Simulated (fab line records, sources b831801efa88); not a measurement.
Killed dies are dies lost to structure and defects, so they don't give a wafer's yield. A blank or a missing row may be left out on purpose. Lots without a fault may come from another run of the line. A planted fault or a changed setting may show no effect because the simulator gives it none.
One fault seen from 2 desks | flow gf180mcu | each desk has only its own numbers; what lay behind them comes last

THE TOOL OWNER'S DESK: implanter-01
The tool's own readings at GF_MVPSD_IMPLANT_09: means of the sampled wafers that have a number, for each lot that ran on this tool. A lot is out of limits, marked OUT, if its mean lies more than 4 standard deviations from the usual mean; the brackets give that distance.
Columns: A = beam_energy_keV at GF_MVPSD_IMPLANT_09, usual 40.000
lot  | first seen here | A
L303 | day 7 04:53     | 40.012
L314 | day 10 00:31    | 37.878 (-99 or more) OUT
L316 | day 10 13:25    | 37.873 (-99 or more) OUT
This desk's finding: out of limits on L314, L316; first on L314, day 10 00:31 (beam_energy_keV at GF_MVPSD_IMPLANT_09). In limits: L303.

THE METROLOGY DESK
What the gauges read, lot by lot, whatever tool the lot ran on: means of the sampled wafers that have a number. A lot is out of limits, marked OUT, if its mean lies more than 4 standard deviations from the usual mean; the brackets give that distance.
Columns: A = MVSD_TW at GF_MVSD_TW_MEAS_11, usual 1587; B = MVPSD_OVL at GF_MVPSD_OVL_MEAS_07, usual 0.0 nm
lot  | first seen here | A    | B
L297 | day 4 20:55     | 1593 | 0.9
L303 | day 6 14:07     | 1596 | 1.7
L308 | day 7 19:03     | 1602 | 0.7
L314 | day 9 06:46     | 1597 | 1.8
L316 | day 9 19:01     | 1574 | 0.3
L318 | day 10 02:25    | 1605 | -0.8
This desk's finding: nothing out of limits on any of the 6 lots.

PUT TOGETHER
The tool owner's desk could have raised an alarm at day 10 00:31, on L314, L316.
The metrology desk saw nothing out of limits.
The metrology desk has L314, L316 on record, within its limits.
Of the lots named, all ran GF_MVPSD_IMPLANT_09 on implanter-01.

WHAT THE SIMULATOR HAD PUT IN
Process parameter drift: implanter-01, from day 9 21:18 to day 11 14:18, at GF_MVPSD_IMPLANT_09. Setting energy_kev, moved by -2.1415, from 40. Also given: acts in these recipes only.
Lots struck among those shown: L314, L316.
Hours from the fault's start to each desk's first reading out of limits: the tool owner's desk, 3.
